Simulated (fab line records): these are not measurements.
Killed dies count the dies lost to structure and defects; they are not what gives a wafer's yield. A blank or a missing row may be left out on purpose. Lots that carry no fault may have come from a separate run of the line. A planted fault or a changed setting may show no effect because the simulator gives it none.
Split-lot study | flow sfq line | 5 lots, 17 wafers read, on a route of 325 steps

== THE SPLIT ==
At SFQ_TRILAYER_I0_VIA_LITHO_COAT_036 (resist thk 62 nm), the setting spin rpm was moved away from the recipe's 3000 rpm on 6 of the 17 wafers read, by -4.6% to +7.1%. All remaining wafers had this setting at the recipe value.

The file shows no step between the split and the reading.

== THE READING ==
etch.depth nm (the simulator's own value, which no gauge read), in nm, at SFQ_TRILAYER_I0_VIA_BARC_OPEN_VIA_ETCH_046 (etches BARC in O2, target depth 125 nm, time 41.7 s). The file gives no usual value for it. Average 62.14 nm, standard deviation 0.11 nm, over the 11 wafers here run with the recipe.

wafer  | tool, chamber at the split | spin rpm as run, rpm | against the recipe | etch.depth nm, nm | against lot-mates on the recipe
L076.1 | litho track-02, 0          | 3000                 | recipe             | 62.19             | -
L076.3 | litho track-02, 0          | 3000                 | recipe             | 62.06             | -
L076.5 | litho track-02, 0          | 3000                 | recipe             | 62.07             | -
L077.1 | litho track-01, 0          | 3112                 | +3.7%              | 61.26             | -0.81
L077.2 | litho track-01, 0          | 3112                 | +3.7%              | 61.14             | -0.93
L077.3 | litho track-01, 0          | 3000                 | recipe             | 62                | -
L077.5 | litho track-01, 0          | 3000                 | recipe             | 62.14             | -
L077.6 | litho track-01, 0          | 3112                 | +3.7%              | 61.07             | -1.00
L078.3 | litho track-02, 0          | 3000                 | recipe             | 62.19             | -
L078.5 | litho track-02, 0          | 3000                 | recipe             | 62.09             | -
L078.6 | litho track-02, 0          | 3077                 | +2.6%              | 61.53             | -0.61
L083.4 | litho track-01, 0          | 3000                 | recipe             | 62.05             | -
L083.5 | litho track-01, 0          | 3212                 | +7.1%              | 59.88             | -2.18
L083.6 | litho track-01, 0          | 3000                 | recipe             | 62.07             | -
L085.1 | litho track-04, 0          | 3000                 | recipe             | 62.25             | -
L085.2 | litho track-04, 0          | 3000                 | recipe             | 62.42             | -
L085.6 | litho track-04, 0          | 2863                 | -4.6%              | 63.86             | +1.52

THE FIT
A straight line over all 17 wafers: etch.depth nm changes by -0.313 nm for each +1% of spin rpm; r = -0.98; the points scatter about the line by 0.15 nm.
The same after taking each lot's own level away (the mean of its wafers on the recipe; 17 wafers): -0.293 nm for each +1%; r = -0.99; scatter 0.11 nm.
The reading moves by 2.1 nm for the largest change in spin rpm, on that fit.
The span of the lots' own levels, 62.060 to 62.335 nm, comes to 2.4 times the standard deviation stated above.
The two slopes are in agreement: the lot-to-lot level therefore moves the slope only a little.
Check: for one of the wafers moved furthest among these (+7.1%), held out of the fit, the line's prediction against its lot-mates is -1.91 nm. Against them it came out at -2.18 nm.

== THE OTHER SPLITS THESE WAFERS WENT THROUGH ==
Note: prior to the reading, these wafers also went through further splits. Each is held against what the fit with the lots' levels taken away leaves over:
other split on the same wafers                | wafers away from the commonest value | r with etch.depth nm (lot level and that fit taken away)
SFQ_TRILAYER_INCOMING_OXIDATION_002 ox time s | 11                                   | -0.18
SFQ_TRILAYER_L0_LITHO_COAT_005 resist thk nm  | 6                                    | -0.11
SFQ_TRILAYER_L0_ETCH_METAL_ETCH_008 icp w     | 6                                    | +0.13
SFQ_TRILAYER_L0_CAP_PECVD_011 time s          | 5                                    | +0.18
SFQ_TRILAYER_L0_VIA_ETCH_VIA_ETCH_016 bias w  | 5                                    | -0.30
SFQ_TRILAYER_M0_DEP_SPUTTER_019 time s        | 0                                    | -
SFQ_TRILAYER_M0_ETCH_METAL_ETCH_024 icp w     | 6                                    | -0.13

== THE WHOLE CHAIN: every reading that the file lists as answering this split, in the file's order ==
step                                       | what it does                                        | reading                                                                                        | change (the file's fit)               | r (the file's)
SFQ_TRILAYER_I0_VIA_LITHO_COAT_036         | resist thk 62 nm                                    | BARC_of_TRILAYER_I0_VIA_LITHO_COAT_036.thk nm (the simulator's own value, which no gauge read) | -0.294 nm for each +1% of the setting | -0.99
SFQ_TRILAYER_I0_VIA_BARC_OPEN_VIA_ETCH_046 | etches BARC in O2, target depth 125 nm, time 41.7 s | etch.depth nm (the simulator's own value, which no gauge read)                                 | -0.293 nm for each +1% of the setting | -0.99

== FILE'S OWN FIT ==
etch.depth nm changes by -0.293 nm for each +1% of spin rpm, r = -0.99.
